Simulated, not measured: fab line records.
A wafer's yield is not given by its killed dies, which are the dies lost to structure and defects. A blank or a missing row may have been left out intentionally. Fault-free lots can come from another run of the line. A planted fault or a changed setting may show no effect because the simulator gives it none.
One fault through the eyes of 2 desks / flow gf180mcu / what lay behind the numbers comes last; until then each desk has only its own

THE TOOL OWNER'S DESK: krfScanner-01
The tool's own readings at GF_M4_EXPOSE_11 (exposes mask Metal4, target cd 280 nm): means of the sampled wafers that have a number, for each lot that ran on this tool. Marked OUT: a lot whose mean sits more than 4 standard deviations from the usual mean, which makes it out of limits; the brackets give that distance.
Columns: A = exposureDoseMJCm2 at GF_M4_EXPOSE_11, usual 27.992; B = focusOffsetNm at GF_M4_EXPOSE_11, usual 0.0 nm
lot=L194; first seen here=day 23 10:04; A=27.940; B=-0.3
lot=L195; first seen here=day 23 12:29; A=27.967; B=0.1
lot=L196; first seen here=day 23 19:56; A=28.005; B=0.1
lot=L199; first seen here=day 25 07:43; A=27.465 (-20) OUT; B=-0.4
lot=L202; first seen here=day 26 03:43; A=27.576 (-15) OUT; B=0.0
This desk's finding: out of limits on L199, L202; first on L199, day 25 07:43 (exposureDoseMJCm2 at GF_M4_EXPOSE_11). Within limits: L194, L195, L196.

AT THE METROLOGY DESK
Lot by lot, what the gauges showed, no matter which tool ran the lot: averages of those sampled wafers that carry a number. Marked OUT: a lot whose mean sits more than 4 standard deviations from the usual mean, which makes it out of limits; the brackets give that distance.
Columns: A = cdNm at GF_M4_CD_MEAS_14, usual 279.8 nm; B = M4_OVL at GF_M4_OVL_MEAS_15, usual 0 nm
lot=L193; first seen here=day 23 17:49; A=279.8; B=5
lot=L194; first seen here=day 23 21:34; A=278.5; B=0
lot=L195; first seen here=day 23 23:19; A=280.6; B=-1
lot=L196; first seen here=day 24 06:53; A=278.6; B=2
lot=L198; first seen here=day 25 02:32; A=279.8; B=1
lot=L199; first seen here=day 25 18:16; A=283.2; B=-0
lot=L202; first seen here=day 26 14:04; A=281.8; B=1
lot=L207; first seen here=day 28 06:16; A=278.3; B=1
lot=L208; first seen here=day 28 14:24; A=280.0; B=3
lot=L211; first seen here=day 29 05:52; A=280.3; B=1
lot=L216; first seen here=day 30 09:31; A=279.0; B=-1
Finding of this desk: none of the 11 lots has anything out of limits.

TAKEN TOGETHER
The tool owner's desk could have raised an alarm at day 25 07:43, on L199, L202.
At the metrology desk, nothing out of limits was observed.
The metrology desk holds a record of L199, L202, inside its limits.
Every lot named ran GF_M4_EXPOSE_11 on krfScanner-01.

WHAT WAS PUT IN BY THE SIMULATOR
Process parameters drifting: krfScanner-01 at GF_M4_EXPOSE_11, beginning at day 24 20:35. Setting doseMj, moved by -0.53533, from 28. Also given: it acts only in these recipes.
Struck lots among those shown: L199, L202.
Delay in hours, fault start to first out-of-limits reading, by desk: the tool owner's desk at 11.
